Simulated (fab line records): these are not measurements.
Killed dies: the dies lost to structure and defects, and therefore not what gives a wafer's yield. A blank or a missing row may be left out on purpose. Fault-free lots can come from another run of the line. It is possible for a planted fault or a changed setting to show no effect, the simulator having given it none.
One fault seen from 2 desks    flow sky130    numbers are kept per desk, each desk with only its own; the story behind them comes last

THE METROLOGY DESK
What the gauges read for every lot (on any tool): the sampled wafers with a number, averaged. Marked OUT: a lot whose mean sits more than 4 standard deviations from the usual mean, which makes it out of limits; the brackets give that distance.
Columns: A = FIELD_ISO_CVD_03_THK at SKY_FIELD_ISO_THK_MEAS_04, usual 166.0 nm
lot   first seen here  A
L669  day 1 13:29      164.5
L670  day 1 18:48      165.4
L671  day 2 03:38      166.8
L672  day 2 07:59      165.9
L675  day 2 20:11      167.5
L676  day 3 01:08      167.5
L677  day 3 06:06      165.8
L684  day 4 18:00      166.1
L685  day 4 22:32      165.1
L687  day 5 08:10      167.1
L690  day 5 23:35      164.6
L691  day 6 06:23      165.7
L692  day 6 10:36      165.8
This desk's verdict: no lot among the 13 shows anything out of limits.

DESK OF THE TOOL OWNER: litho-track-03
The tool's own readings at SKY_POLY_GATE_COAT_07 (resist thk 110 nm): means of the sampled wafers that have a number, for each lot that ran on this tool. Marked OUT: a lot whose mean sits more than 4 standard deviations from the usual mean, which makes it out of limits; the brackets give that distance.
Columns: A = spin-speed-rpm at SKY_POLY_GATE_COAT_07, usual 2999.8 rpm
lot   first seen here  A
L670  day 16 08:59     2998.1
L671  day 16 16:40     2999.1
L675  day 18 09:10     3000.9
L684  day 21 05:44     3152.8 (+70) OUT
L687  day 22 12:56     3150.8 (+69) OUT
This desk's verdict: out of limits on L684, L687, starting with L684 at day 21 05:44 (spin-speed-rpm at SKY_POLY_GATE_COAT_07). Within limits: L670, L671, L675.

TAKEN TOGETHER
On L684, L687, at day 21 05:44, an alarm was possible from the tool owner's desk.
The metrology desk saw nothing out of limits.
The metrology desk has L684, L687 on record, within its limits.
SKY_POLY_GATE_COAT_07 was run on litho-track-03 by each of the lots named.

WHAT THE SIMULATOR HAD INSERTED
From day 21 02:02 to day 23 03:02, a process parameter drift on litho-track-03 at SKY_POLY_GATE_COAT_07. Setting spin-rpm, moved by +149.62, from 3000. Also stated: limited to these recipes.
Shown lots that were struck: L684, L687.
Each desk's first reading out of limits, in hours after the fault started: the tool owner's desk, 4.
